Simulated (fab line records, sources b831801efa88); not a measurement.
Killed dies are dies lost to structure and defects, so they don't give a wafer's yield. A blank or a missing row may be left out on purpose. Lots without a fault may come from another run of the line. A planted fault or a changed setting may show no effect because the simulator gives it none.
fab line records | flow sky130
record lots=11 wafers=33 last_day=50
route steps=708 shown LI_CONTACT@374 LOCAL_INTERCONNECT@389 CONTACT@406 PAD_OPEN@708
lots that met no fault: from a run of the same line without faults
start_h: hours from the record's first day to the start of the lot's first wafer shown | wait_h: hours since the lot's step before | " the same as in the row above | L1.1+2: a row that stands for several wafers | - no value, or no start given | * or withheld: withheld | < > ~ a bound
route shown NAME@n: a module of which the file shows steps, and the number in the route of the first | usual: mean/standard deviation of fault-free wafers | same: alike in all rows | chamber/n: place in a boat | sites: the reading at each site | _std_site: their standard deviation | _edge_site: outer sites' mean less inner sites' | radius_mm: how far each site lies from the wafer's centre | mask NAME#n: copy n | behind: the tool/chamber that last shaped the wafer | hold: why the lot was held/for how many hours/how that ended | device: the transistor (n, p or np) that didn't switch | end of line: the same wafers' tests at the end of the route | a step without rows: its recipe alone | killed: dies lost to structure and defects at the first sort, not the wafer's yield | map: a wafer's dies, x killed, . not, _ none there
set.NAME: the setting as run; set.NAME@STEP: as run at that earlier step | model.NAME: the simulator's own value behind a step, which no gauge read
steps of the route over a sample of lots; a table a step, a row a wafer
services: from which hour (start_h, from the record's first day; less than 0 if before it) a tool's chamber was out of use, for how many hours, and why
## steps
# step SKY_LI_CONTACT_CD_MEAS_12
# recipe target_cd_nm=170
# usual cd_nm=170.1/1.6
# columns lot.wafer tool chamber start_h wait_h cd_nm
L829.1 cd_sem-02 - 692.18 - 169.1
L829.4 " - " " 170.6
L829.6 " - " " 168.1
L830.2 cd_sem-02 - 695.20 - 169.0
L830.3 " - " " 170.8
L830.6 " - " " 170.6
L832.3 cd_sem-02 - 718.48 - 169.8
L832.4 " - " " 167.8
L832.5 " - " " 169.0
L833.1 cd_sem-01 - 732.48 - 170.1
L833.4 " - " " 169.6
L833.6 " - " " 170.6
L836.2 cd_sem-02 - 741.05 - 172.2
L836.3 " - " " 172.9
L836.5 " - " " 173.7
L837.2 cd_sem-01 - 746.81 - 169.9
L837.5 " - " " 167.9
L837.6 " - " " 169.6
L842.2 cd_sem-01 - 775.75 - 171.1
L842.3 " - " " 172.0
L842.4 " - " " 172.3
L844.3 cd_sem-01 - 790.00 - 172.1
L844.4 " - " " 171.5
L844.5 " - " " 172.3
L846.1 cd_sem-01 - 801.49 - 169.7
L846.3 " - " " 169.7
L846.6 " - " " 170.3
L850.1 cd_sem-01 - 839.43 - 168.5
L850.3 " - " " 168.8
L850.6 " - " " 169.5
L852.1 cd_sem-01 - 847.69 - 172.1
L852.3 " - " " 169.8
L852.4 " - " " 171.6
# step SKY_LOCAL_INTERCONNECT_THK_MEAS_02
# recipe thk_meas_gauge=xrf reads=TiN_of_LOCAL_INTERCONNECT_SPUTTER_00
# usual LOCAL_INTERCONNECT_TIN_THK=100.8/1.5
# columns lot.wafer tool chamber start_h wait_h LOCAL_INTERCONNECT_TIN_THK[nm]
L829.1 film_metro-01 - 693.86 0.1 100.1
L829.4 " - " " 101.1
L829.6 " - " " 101.2
L830.2 film_metro-01 - 696.87 0.1 99.6
L830.3 " - " " 100.8
L830.6 " - " " 100.8
L832.3 film_metro-02 - 719.99 0.1 102.0
L832.4 " - " " 100.3
L832.5 " - " " 100.7
L833.1 film_metro-02 - 733.98 0.1 101.6
L833.4 " - " " 101.5
L833.6 " - " " 101.4
L836.2 film_metro-01 - 742.54 0.1 100.4
L836.3 " - " " 101.1
L836.5 " - " " 101.2
L837.2 film_metro-01 - 748.30 0.1 100.2
L837.5 " - " " 101.4
L837.6 " - " " 98.7
L842.2 film_metro-04 - 777.28 0.1 103.2
L842.3 " - " " 100.4
L842.4 " - " " 99.5
L844.3 film_metro-02 - 791.49 0.1 99.1
L844.4 " - " " 98.0
L844.5 " - " " 98.2
L846.1 film_metro-01 - 802.99 0.1 100.6
L846.3 " - " " 100.3
L846.6 " - " " 100.7
L850.1 film_metro-04 - 840.94 0.1 99.3
L850.3 " - " " 100.6
L850.6 " - " " 101.9
L852.1 film_metro-04 - 849.21 0.1 100.4
L852.3 " - " " 99.4
L852.4 " - " " 101.1
# step SKY_CONTACT_CVD_00
# recipe material=Si3N4 target_thk_nm=75 temp_c=400 time_s=withheld rf_w=450
# usual heater_power_outer_w=419/63 heater_power_w=690/79
# columns lot.wafer tool chamber start_h wait_h heater_power_outer_w heater_power_w
L829.1 pecvd-04 2 722.19 0.0 399 671
L829.4 " 1 " " 405 680
L829.6 " 2 " " 410 687
L830.2 pecvd-04 0 725.24 0.0 381 628
L830.3 " 2 " " 351 595
L830.6 " 1 " " 396 677
L832.3 pecvd-01 0 748.80 0.0 467 755
L832.4 " 1 " " 425 696
L832.5 " 2 " " 475 763
L833.1 pecvd-01 0 761.74 0.0 461 757
L833.4 " 2 " " 400 653
L833.6 " 1 " " 435 726
L836.2 pecvd-01 2 770.44 0.0 459 744
L836.3 " 1 " " 345 576
L836.5 " 1 " " 350 574
L837.2 pecvd-04 1 775.94 0.0 411 703
L837.5 " 2 " " 375 648
L837.6 " 0 " " 435 711
L842.2 pecvd-04 2 803.33 0.0 400 673
L842.3 " 1 " " 324 543
L842.4 " 0 " " 392 607
L844.3 pecvd-04 1 818.44 0.0 389 654
L844.4 " 0 " " 390 603
L844.5 " 2 " " 365 615
L846.1 pecvd-03 0 830.19 0.0 402 738
L846.3 " 1 " " 489 776
L846.6 " 2 " " 330 574
L850.1 pecvd-03 2 866.75 0.0 325 579
L850.3 " 0 " " 424 738
L850.6 " 1 " " 606 916
L852.1 pecvd-01 2 875.78 0.0 489 776
L852.3 " 0 " " 482 796
L852.4 " 2 " " 482 766
# step SKY_CONTACT_THK_MEAS_01
# recipe reads=Si3N4_of_CONTACT_CVD_00
# usual CONTACT_CVD_00_THK=75.2/1.1
# columns lot.wafer tool chamber start_h wait_h hold CONTACT_CVD_00_THK[nm]
L829.1 film_metro-01 - 722.22 - - 74.7
L829.4 " - " " - 75.4
L829.6 " - " " - 75.2
L830.2 film_metro-03 - 725.28 - - 73.4
L830.3 " - " " - 74.5
L830.6 " - " " - 74.0
L832.3 film_metro-03 - 748.85 - - 75.1
L832.4 " - " " - 75.8
L832.5 " - " " - 76.2
L833.1 film_metro-01 - 761.78 - - 76.8
L833.4 " - " " - 75.7
L833.6 " - " " - 76.6
L836.2 film_metro-02 - 770.50 - - 73.9
L836.3 " - " " - 75.3
L836.5 " - " " - 74.5
L837.2 film_metro-01 - 775.98 - - 73.5
L837.5 " - " " - 74.7
L837.6 " - " " - 74.0
L842.2 film_metro-02 - 803.37 - await_dispo/0.2h/release 119.9
L842.3 " - " " await_dispo/0.2h/release 119.9
L842.4 " - " " await_dispo/0.2h/release 74.4
L842.2 film_metro-02 - 803.60 0.2 - 119.8
L842.3 " - " " - 119.8
L842.4 " - " " - 74.4
L844.3 film_metro-01 - 818.50 - await_dispo/0.2h/release 121.6
L844.4 " - " " await_dispo/0.2h/release 76.2
L844.5 " - " " await_dispo/0.2h/release 76.9
L844.3 film_metro-01 - 818.72 0.2 - 121.6
L844.4 " - " " - 76.3
L844.5 " - " " - 76.9
L846.1 film_metro-01 - 830.22 - - 75.0
L846.3 " - " " - 74.7
L846.6 " - " " - 75.9
L850.1 film_metro-03 - 866.78 - - 75.5
L850.3 " - " " - 75.5
L850.6 " - " " - 78.0
L852.1 film_metro-01 - 875.81 - - 74.2
L852.3 " - " " - 74.8
L852.4 " - " " - 75.6
# step SKY_CONTACT_ETCH_17
# recipe target=SiO2 chemistry=C4F8/O2/Ar stop_on=Si3N4 mask_material=KrF-thick source_w=1500 bias_w=1200 pressure_mtorr=40 c4f8_flow_sccm=withheld O2_flow_sccm=6 Ar_flow_sccm=300 time_s=withheld target_depth_a=3400
# usual oes_product_au=0.892/0.0048
# columns lot.wafer tool chamber start_h wait_h oes_product_au
L829.1 rie_diel-01 2 749.91 0.0 0.898
L829.4 " 0 " " 0.897
L829.6 " 1 " " 0.899
L830.2 rie_diel-03 2 752.92 0.0 0.899
L830.3 " 3 " " 0.887
L830.6 " 0 " " 0.898
L832.3 rie_diel-01 2 776.92 0.0 0.894
L832.4 " 0 " " 0.892
L832.5 " 1 " " 0.896
L833.1 rie_diel-01 3 789.16 0.0 0.898
L833.4 " 2 " " 0.890
L833.6 " 0 " " 0.892
L836.2 rie_diel-03 1 798.39 0.0 0.890
L836.3 " 0 " " 0.901
L836.5 " 2 " " 0.898
L837.2 rie_diel-02 2 802.16 0.0 0.883
L837.5 " 1 " " 0.893
L837.6 " 2 " " 0.900
L842.2 rie_diel-01 0 830.57 0.0 0.889
L842.3 " 3 " " 0.898
L842.4 " 1 " " 0.901
L844.3 rie_diel-03 2 845.41 0.0 0.897
L844.4 " 1 " " 0.886
L844.5 " 0 " " 0.891
L846.1 rie_diel-03 0 856.36 0.0 0.893
L846.3 " 2 " " 0.891
L846.6 " 0 " " 0.897
L850.1 rie_diel-01 2 892.86 0.0 0.881
L850.3 " 1 " " 0.894
L850.6 " 2 " " 0.893
L852.1 rie_diel-01 2 901.26 0.0 0.895
L852.3 " 1 " " 0.888
L852.4 " 3 " " 0.896
# step SKY_CONTACT_ETCH_18
# recipe target=Si3N4 chemistry=CHF3/O2 stop_on=TiN source_w=600 bias_w=200 pressure_mtorr=40 chf3_flow_sccm=50 O2_flow_sccm=5 time_s=39 target_depth_a=750
# usual drypump_motor_current_A=6.0/0.4 oes_product_au=0.856/0.0077 throttle_valve_pct=8.795/0.01
# columns lot.wafer tool chamber start_h wait_h drypump_motor_current_A oes_product_au rf_hours_counter_h throttle_valve_pct
L829.1 rie_diel-01 2 - - 5.3 0.854 10 8.797
L829.4 " 0 " " 6.2 0.866 17 8.785
L829.6 " 1 " " 6.2 0.857 - 8.786
L830.2 rie_diel-03 2 - - 5.5 0.848 13 8.788
L830.3 " 3 " " 6.1 0.850 18 8.782
L830.6 " 0 " " 6.6 0.850 - 8.785
L832.3 rie_diel-01 2 - - 5.3 0.860 11 8.772
L832.4 " 0 " " 6.2 0.851 - 8.793
L832.5 " 1 " " 6.1 0.860 - 8.793
L833.1 rie_diel-01 3 - - 6.0 0.857 10 8.795
L833.4 " 2 " " 5.3 0.864 11 8.811
L833.6 " 0 " " 6.2 0.858 - 8.800
L836.2 rie_diel-03 1 - - 6.3 0.851 12 8.795
L836.3 " 0 " " 6.6 0.854 9 8.807
L836.5 " 2 " " 5.6 0.851 - 8.803
L837.2 rie_diel-02 2 - - 5.8 0.849 9 8.786
L837.5 " 1 " " 5.4 0.852 - 8.801
L837.6 " 2 " " 5.8 0.849 - 8.795
L842.2 rie_diel-01 0 - - 6.2 1.003 20 8.837
L842.3 " 3 " " 6.0 1.019 11 8.831
L842.4 " 1 " " 6.1 0.848 22 8.775
L844.3 rie_diel-03 2 - - 5.5 0.981 15 8.818
L844.4 " 1 " " 6.3 0.859 14 8.823
L844.5 " 0 " " 6.6 0.869 - 8.788
L846.1 rie_diel-03 0 - - 6.7 0.855 11 8.783
L846.3 " 2 " " 5.5 0.850 16 8.805
L846.6 " 0 " " 6.6 0.857 - 8.785
L850.1 rie_diel-01 2 - - 5.3 0.854 15 8.802
L850.3 " 1 " " 6.1 0.859 24 8.796
L850.6 " 2 " " 5.3 0.875 - 8.816
L852.1 rie_diel-01 2 - - 5.3 0.850 15 8.783
L852.3 " 1 " " 6.1 0.856 24 8.795
L852.4 " 3 " " 6.0 0.856 - 8.791
# step SKY_PAD_OPEN_PROBE_99
# usual killed_at_M0_to_M3=43/6.1 killed_at_M4_up=3.5/2 killed_at_contacts=25/5.1 killed_at_front_end=14/4.2 killed_at_other=0.3/0.55 killed_dies=86/8.3 killed_on_rim=17/3.7 killed_open=46/7.2 killed_short=39/6
# same gross_dies=492 killed_at_back_side=0
# columns lot.wafer tool chamber start_h wait_h hold killed_at_M0_to_M3 killed_at_M4_up killed_at_contacts killed_at_front_end killed_at_other killed_dies killed_on_rim killed_open killed_short
L829.1 prober-01 - 1085.99 0.1 - 40 2 31 8 0 81 10 44 37
L829.4 prober-01 - 1086.14 0.2 - 50 1 16 6 0 73 11 49 24
L829.6 prober-01 - 1086.24 0.2 - 39 5 26 15 0 85 22 45 40
L830.2 prober-02 - 1087.45 0.1 - 41 6 22 15 0 84 15 42 42
L830.3 prober-02 - 1087.50 0.2 - 46 5 28 15 2 96 17 43 51
L830.6 prober-02 - 1087.65 0.2 - 37 7 26 17 0 87 13 47 37
L832.3 prober-01 - 1106.74 0.2 - 49 3 30 17 0 99 20 56 43
L832.4 prober-01 - 1106.79 0.2 - 45 4 21 18 0 88 15 44 44
L832.5 prober-01 - 1106.84 0.2 - 49 5 25 11 0 90 19 48 42
L833.1 prober-02 - 1112.93 0.1 - 56 10 33 17 1 117 20 63 54
L833.4 prober-02 - 1113.08 0.2 - 36 4 15 12 0 67 13 32 35
L833.6 prober-02 - 1113.18 0.2 - 44 3 25 14 0 86 13 40 46
L836.2 prober-01 - 1123.99 0.1 - 51 5 22 16 1 95 21 46 49
L836.3 prober-01 - 1124.04 0.2 - 41 2 19 16 0 78 14 39 39
L836.5 prober-01 - 1124.14 0.2 - 37 3 29 16 0 85 18 40 45
L837.2 prober-02 - 1126.81 0.1 - 50 5 17 19 0 91 14 57 34
L837.5 prober-02 - 1126.96 0.2 - 43 3 29 13 0 88 17 47 39
L837.6 prober-02 - 1127.01 0.2 - 46 2 27 18 0 93 20 51 42
L842.2 prober-01 - 1147.40 0.1 await_dispo/0.9h/release 39 2 438 12 1 492 96 48 38
L842.3 prober-01 - 1147.45 0.2 await_dispo/0.9h/release 45 3 427 17 0 492 96 43 47
L842.4 prober-01 - 1147.50 0.2 await_dispo/0.9h/release 35 5 29 19 0 88 15 50 38
L844.3 prober-01 - 1157.08 0.2 await_dispo/2.4h/release 44 6 429 13 0 492 96 52 44
L844.4 prober-01 - 1157.13 0.2 await_dispo/2.4h/release 49 4 26 12 0 91 20 49 42
L844.5 prober-01 - 1157.18 0.2 await_dispo/2.4h/release 51 6 25 12 0 94 15 53 41
L846.1 prober-02 - 1164.95 0.1 - 39 4 23 17 0 83 22 42 41
L846.3 prober-02 - 1165.05 0.2 - 36 3 25 16 0 80 14 47 33
L846.6 prober-02 - 1165.20 0.2 - 47 6 15 11 0 79 12 40 38
L850.1 prober-02 - 1190.38 0.1 - 49 0 27 10 1 87 18 50 37
L850.3 prober-02 - 1190.48 0.2 - 47 2 18 12 0 79 12 33 46
L850.6 prober-02 - 1190.63 0.2 - 44 1 28 10 0 83 14 51 32
L852.1 prober-02 - 1195.05 0.1 - 40 4 19 16 0 79 12 39 40
L852.3 prober-02 - 1195.15 0.2 - 50 4 15 11 0 80 19 48 32
L852.4 prober-02 - 1195.20 0.2 - 44 4 25 10 0 83 13 52 31
# killed by level:class
L829.1 CONTACT:geometric_particle:open=11 VIA1:geometric_particle:open=7 LI_CONTACT:geometric_particle:short=6 METAL2:geometric_particle:short=6 VIA2:geometric_particle:open=6 LI_CONTACT:geometric_particle:open=5 VIA3:geometric_particle:open=5 VIA2:geometric_particle:short=5
L829.4 VIA3:geometric_particle:open=19 CONTACT:geometric_particle:open=7 VIA1:geometric_particle:open=7 VIA2:geometric_particle:open=6 METAL2:geometric_particle:short=5 VIA1:geometric_particle:short=4 POLY_GATE:geometric_particle:short=3 LI_CONTACT:geometric_particle:open=3
L829.6 CONTACT:geometric_particle:open=9 CONTACT:geometric_particle:short=7 VIA1:geometric_particle:open=6 VIA2:geometric_particle:open=6 LI_CONTACT:geometric_particle:open=5 VIA3:geometric_particle:open=5 VIA2:geometric_particle:short=5 FIELD_ISO:geometric_particle:short=4
L830.2 METAL2:geometric_particle:short=10 CONTACT:geometric_particle:open=8 VIA2:geometric_particle:open=7 METAL1:geometric_particle:short=6 VIA1:geometric_particle:open=6 LI_CONTACT:geometric_particle:open=5 METAL4:geometric_particle:short=4 VIA3:geometric_particle:open=4
L830.3 CONTACT:geometric_particle:short=10 VIA1:geometric_particle:open=9 LI_CONTACT:geometric_particle:open=7 VIA1:geometric_particle:short=7 VIA2:geometric_particle:open=6 VIA3:geometric_particle:open=6 CONTACT:geometric_particle:open=5 METAL2:geometric_particle:short=5
L830.6 CONTACT:geometric_particle:open=11 METAL1:geometric_particle:short=9 POLY_GATE:geometric_particle:open=6 LI_CONTACT:geometric_particle:open=6 VIA1:geometric_particle:open=6 VIA2:geometric_particle:open=5 VIA3:geometric_particle:open=5 FIELD_ISO:geometric_particle:short=4
L832.3 VIA1:geometric_particle:open=11 VIA2:geometric_particle:open=9 VIA3:geometric_particle:open=8 CONTACT:geometric_particle:short=8 CONTACT:geometric_particle:open=7 LI_CONTACT:geometric_particle:open=6 VIA1:geometric_particle:short=6 METAL2:geometric_particle:short=6
L832.4 CONTACT:geometric_particle:open=11 VIA1:geometric_particle:open=8 VIA1:geometric_particle:short=7 POLY_GATE:geometric_particle:short=6 VIA2:geometric_particle:short=6 METAL1:geometric_particle:short=5 VIA3:geometric_particle:open=5 FIELD_ISO:geometric_particle:short=4
L832.5 VIA1:geometric_particle:open=14 CONTACT:geometric_particle:open=11 METAL3:geometric_particle:short=6 VIA2:geometric_particle:open=6 VIA3:geometric_particle:open=6 METAL1:geometric_particle:short=5 LI_CONTACT:geometric_particle:short=5 METAL4:geometric_particle:short=5
L833.1 LI_CONTACT:geometric_particle:open=11 VIA2:geometric_particle:open=10 VIA1:geometric_particle:open=10 CONTACT:geometric_particle:open=9 METAL4:geometric_particle:short=8 VIA1:geometric_particle:short=7 METAL2:geometric_particle:short=7 VIA3:geometric_particle:open=6
L833.4 VIA1:geometric_particle:open=11 VIA1:geometric_particle:short=6 METAL2:geometric_particle:short=6 LI_CONTACT:geometric_particle:open=5 FIELD_ISO:geometric_particle:open=4 LI_CONTACT:geometric_particle:short=4 FIELD_ISO:geometric_particle:short=3 CONTACT:geometric_particle:short=3
L833.6 METAL2:geometric_particle:short=11 CONTACT:geometric_particle:open=10 VIA1:geometric_particle:open=9 CONTACT:geometric_particle:short=7 METAL1:geometric_particle:short=6 LI_CONTACT:geometric_particle:open=6 POLY_GATE:geometric_particle:short=5 VIA2:geometric_particle:open=5
L836.2 VIA1:geometric_particle:open=10 VIA1:geometric_particle:short=9 METAL2:geometric_particle:short=9 VIA2:geometric_particle:open=9 CONTACT:geometric_particle:open=8 CONTACT:geometric_particle:short=7 FIELD_ISO:geometric_particle:open=6 METAL1:geometric_particle:short=5
L836.3 METAL2:geometric_particle:short=8 FIELD_ISO:geometric_particle:open=6 CONTACT:geometric_particle:open=6 VIA1:geometric_particle:short=6 VIA1:geometric_particle:open=6 LI_CONTACT:geometric_particle:open=5 VIA2:geometric_particle:open=5 LOCAL_INTERCONNECT:geometric_particle:short=4
L836.5 LI_CONTACT:geometric_particle:open=10 FIELD_ISO:geometric_particle:short=9 VIA3:geometric_particle:open=9 VIA1:geometric_particle:open=8 CONTACT:geometric_particle:open=7 METAL1:geometric_particle:short=6 CONTACT:geometric_particle:short=5 METAL2:geometric_particle:short=4
L837.2 VIA1:geometric_particle:open=17 CONTACT:geometric_particle:open=9 VIA3:geometric_particle:open=8 FIELD_ISO:geometric_particle:short=5 POLY_GATE:geometric_particle:open=4 LOCAL_INTERCONNECT:geometric_particle:short=4 VIA3:geometric_particle:short=4 POLY_GATE:geometric_particle:short=3
L837.5 CONTACT:geometric_particle:open=11 VIA1:geometric_particle:open=9 METAL1:geometric_particle:short=8 CONTACT:geometric_particle:short=6 FIELD_ISO:geometric_particle:open=5 LI_CONTACT:geometric_particle:open=5 VIA3:geometric_particle:open=5 FIELD_ISO:geometric_particle:short=4
L837.6 VIA1:geometric_particle:open=11 CONTACT:geometric_particle:open=10 VIA3:geometric_particle:open=8 CONTACT:geometric_particle:short=7 METAL2:geometric_particle:short=7 VIA3:geometric_particle:short=6 FIELD_ISO:geometric_particle:short=5 LI_CONTACT:geometric_particle:open=5
L842.2 CONTACT:area_etch=406 VIA1:geometric_particle:open=13 VIA1:geometric_particle:short=9 LI_CONTACT:geometric_particle:open=9 CONTACT:geometric_particle:open=9 CONTACT:geometric_particle:short=6 LOCAL_INTERCONNECT:geometric_particle:short=5 VIA3:geometric_particle:open=4
L842.3 CONTACT:area_etch=402 CONTACT:geometric_particle:open=11 METAL1:geometric_particle:short=9 VIA3:geometric_particle:open=8 CONTACT:geometric_particle:short=6 VIA1:geometric_particle:open=6 METAL2:geometric_particle:short=5 FIELD_ISO:geometric_particle:open=4
L842.4 VIA1:geometric_particle:open=12 CONTACT:geometric_particle:open=11 FIELD_ISO:geometric_particle:short=8 LI_CONTACT:geometric_particle:open=8 VIA3:geometric_particle:open=6 POLY_GATE:geometric_particle:short=5 LOCAL_INTERCONNECT:geometric_particle:short=5 VIA2:geometric_particle:short=4
L844.3 CONTACT:area_etch=396 CONTACT:geometric_particle:open=13 VIA1:geometric_particle:open=12 LI_CONTACT:geometric_particle:open=8 CONTACT:geometric_particle:short=6 METAL2:geometric_particle:short=6 VIA1:geometric_particle:short=5 METAL4:geometric_particle:short=5
L844.4 VIA1:geometric_particle:open=13 CONTACT:geometric_particle:open=10 VIA3:geometric_particle:open=8 CONTACT:geometric_particle:short=7 VIA2:geometric_particle:short=5 VIA1:geometric_particle:short=5 METAL3:geometric_particle:short=5 METAL1:geometric_particle:short=4
L844.5 VIA1:geometric_particle:open=16 LI_CONTACT:geometric_particle:open=8 VIA3:geometric_particle:open=8 CONTACT:geometric_particle:open=7 METAL1:geometric_particle:short=6 LI_CONTACT:geometric_particle:short=4 LOCAL_INTERCONNECT:geometric_particle:short=4 VIA1:geometric_particle:short=4
L846.1 VIA1:geometric_particle:open=10 METAL1:geometric_particle:short=7 CONTACT:geometric_particle:open=6 VIA3:geometric_particle:open=6 FIELD_ISO:geometric_particle:open=4 POLY_GATE:geometric_particle:short=4 LI_CONTACT:geometric_particle:open=4 LOCAL_INTERCONNECT:geometric_particle:short=4
L846.3 CONTACT:geometric_particle:open=11 VIA1:geometric_particle:open=8 VIA2:geometric_particle:open=7 VIA3:geometric_particle:open=7 CONTACT:geometric_particle:short=6 LI_CONTACT:geometric_particle:open=4 FIELD_ISO:geometric_particle:open=3 LI_CONTACT:geometric_particle:short=3
L846.6 VIA1:geometric_particle:open=10 VIA3:geometric_particle:open=8 CONTACT:geometric_particle:open=7 METAL2:geometric_particle:short=5 METAL4:geometric_particle:short=5 VIA2:geometric_particle:short=5 POLY_GATE:geometric_particle:short=4 METAL1:geometric_particle:short=4
L850.1 VIA1:geometric_particle:open=14 CONTACT:geometric_particle:open=11 VIA2:geometric_particle:open=9 CONTACT:geometric_particle:short=6 METAL1:geometric_particle:short=5 VIA1:geometric_particle:short=5 METAL2:geometric_particle:short=5 LI_CONTACT:geometric_particle:open=4
L850.3 VIA1:geometric_particle:open=10 CONTACT:geometric_particle:short=8 VIA2:geometric_particle:open=8 VIA1:geometric_particle:short=7 METAL2:geometric_particle:short=6 METAL1:geometric_particle:short=5 LI_CONTACT:geometric_particle:open=4 VIA2:geometric_particle:short=4
L850.6 VIA1:geometric_particle:open=14 METAL1:geometric_particle:short=9 VIA3:geometric_particle:open=9 CONTACT:geometric_particle:open=6 LI_CONTACT:geometric_particle:open=6 CONTACT:geometric_particle:short=5 VIA2:geometric_particle:open=4 LI_CONTACT:geometric_particle:short=4
L852.1 METAL1:geometric_particle:short=8 LI_CONTACT:geometric_particle:open=7 FIELD_ISO:geometric_particle:open=5 LOCAL_INTERCONNECT:geometric_particle:short=5 CONTACT:geometric_particle:open=5 VIA1:geometric_particle:short=5 VIA1:geometric_particle:open=5 VIA2:geometric_particle:open=5
L852.3 VIA1:geometric_particle:open=14 METAL1:geometric_particle:short=8 VIA2:geometric_particle:open=8 LI_CONTACT:geometric_particle:open=6 CONTACT:geometric_particle:open=5 VIA3:geometric_particle:open=4 METAL4:geometric_particle:short=4 FIELD_ISO:geometric_particle:short=3
L852.4 VIA1:geometric_particle:open=12 CONTACT:geometric_particle:open=9 LI_CONTACT:geometric_particle:open=7 METAL1:geometric_particle:short=7 FIELD_ISO:geometric_particle:open=5 VIA3:geometric_particle:open=5 METAL2:geometric_particle:short=4 VIA2:geometric_particle:open=4
## services
# columns tool chamber start_h hours kind
pecvd-03 - 727.15 0.3 repair
pecvd-04 0 727.56 11.7 repair
pecvd-04 2 738.80 10.3 repair
pecvd-04 - 758.77 3.2 repair
rie_diel-02 0 759.90 17.1 repair
rie_diel-02 - 763.51 2.8 pm
pecvd-01 0 769.54 2.1 scheduled_down
rie_diel-01 3 773.08 4.9 repair
pecvd-04 - 784.01 1.1 repair
rie_diel-03 2 789.80 3.1 repair
rie_diel-01 1 798.09 1.6 repair
pecvd-03 - 798.61 4.0 repair
pecvd-04 - 816.19 0.6 repair
pecvd-01 - 816.73 5.5 pm
rie_diel-01 1 821.56 3.4 repair
rie_diel-02 2 830.30 5.9 repair
rie_diel-01 - 838.49 2.8 pm
rie_diel-01 - 841.29 0.9 repair
pecvd-04 2 850.55 2.1 scheduled_down
rie_diel-01 0 867.30 57.4 repair
rie_diel-02 - 867.33 0.3 repair
pecvd-03 - 874.76 1.1 repair
pecvd-03 - 892.25 6.0 pm
pecvd-03 2 901.11 8.0 repair
## key
first_sign step=SKY_CONTACT_THK_MEAS_01 reading=visit direction=added
effect step=SKY_CONTACT_THK_MEAS_01 reading=CONTACT_CVD_00_THK direction=up sigmas=42 usual=75.2 struck=120.4
effect step=SKY_CONTACT_ETCH_18 reading=oes_product_au direction=up sigmas=19 usual=0.856 struck=1.001
effect step=SKY_PAD_OPEN_PROBE_99 reading=killed_at_contacts direction=up sigmas=80 usual=25 struck=431
more_kills_born_at SKY_CONTACT_ETCH_18@rie_diel-01=808 SKY_CONTACT_ETCH_18@rie_diel-03=396
met_at SKY_CONTACT_CVD_00
struck_lots L842,L844
struck_wafers L842.2,L842.3,L844.3
later_rows_left_out L842.2,L842.3,L844.3
tester_left_out L842,L844
not_acting_at SKY_LI_CONTACT_CD_MEAS_12,SKY_LOCAL_INTERCONNECT_THK_MEAS_02,SKY_CONTACT_ETCH_17
onset_between 775.94 803.33
fault kind=process_parameter_drift tool=pecvd-04 chamber=- onset_h=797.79 steps=SKY_CONTACT_CVD_00 channel=target_thk_nm offset=45.913 shape=step end_h=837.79 scope=struck_wafers_only acts_in=these_recipes_only stated=75
# tester_left_out: of these lots the tester's yield and bins aren't shown, on N5 and GAA mostly nor the transistor test; their killed dies are dies lost to structure and defects alone, not to doping, threshold or leakage, so they don't give the yield
# later_rows_left_out: the simulator's readings of these wafers behind a module that went badly wrong aren't trusted and aren't shown, but for the sort
